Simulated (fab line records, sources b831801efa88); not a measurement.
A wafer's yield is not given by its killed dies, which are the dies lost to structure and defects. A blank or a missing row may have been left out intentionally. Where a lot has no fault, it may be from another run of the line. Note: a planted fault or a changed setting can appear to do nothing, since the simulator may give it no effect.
Chamber matching ; flow sky130 ; cmp-02 running SKY_CONTACT_CMP_27: 4 sister chambers
The step polishes, stops on SiO2, t overpolish 15 s, target thk 0 nm. 8 wafers are shown with their chamber, then 7 later ones without.

== WAFERS PAIRED WITH THEIR CHAMBERS ==
wafer;chamber;motor-current-A (A);time-to-endpoint-s (s)
L319.1;1;11.5;84
L323.1;1;11.5;87
L323.2;0;12.6;79
L332.3;3;9.9;74
L332.5;3;9.8;74
L332.6;2;9.3;81
L334.1;2;10.1;83
L334.2;0;13.2;79

== WAFERS MISSING THEIR CHAMBER ==
wafer;motor-current-A (A);time-to-endpoint-s (s)
L334.5;10.4;84
L335.3;11.6;87
L335.5;9.3;79
L335.6;10.9;85
L338.2;10.7;87
L338.4;10.0;80
L338.5;8.9;76

== THE CHAMBER EACH PASSED THROUGH ==
wafer;from the rows above;in truth
L334.5;can't be placed: 2 or 1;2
L335.3;1;1
L335.5;can't be placed: 2 or 3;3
L335.6;1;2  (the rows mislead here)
L338.2;1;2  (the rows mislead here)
L338.4;2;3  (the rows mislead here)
L338.5;3;3
Placed correctly: 2 of 7. Unplaceable from these rows: 2, with the true chamber sitting among the candidates in 2. Wrongly placed: 3.
How it was worked out, from the rows above alone: a wafer's distance from a chamber is the root of the sum, over the readings, of the square of ((its reading less the chamber's mean) divided by the reading's scatter). If the next closest chamber is less than 2 further off than the closest, the wafer can't be placed; otherwise it belongs to the closest. Each chamber's mean is taken over the wafers shown for it. The scatter: the root of (the sum of the squares of (reading less its chamber's mean) over the shown wafers, divided by (wafers less chambers)).
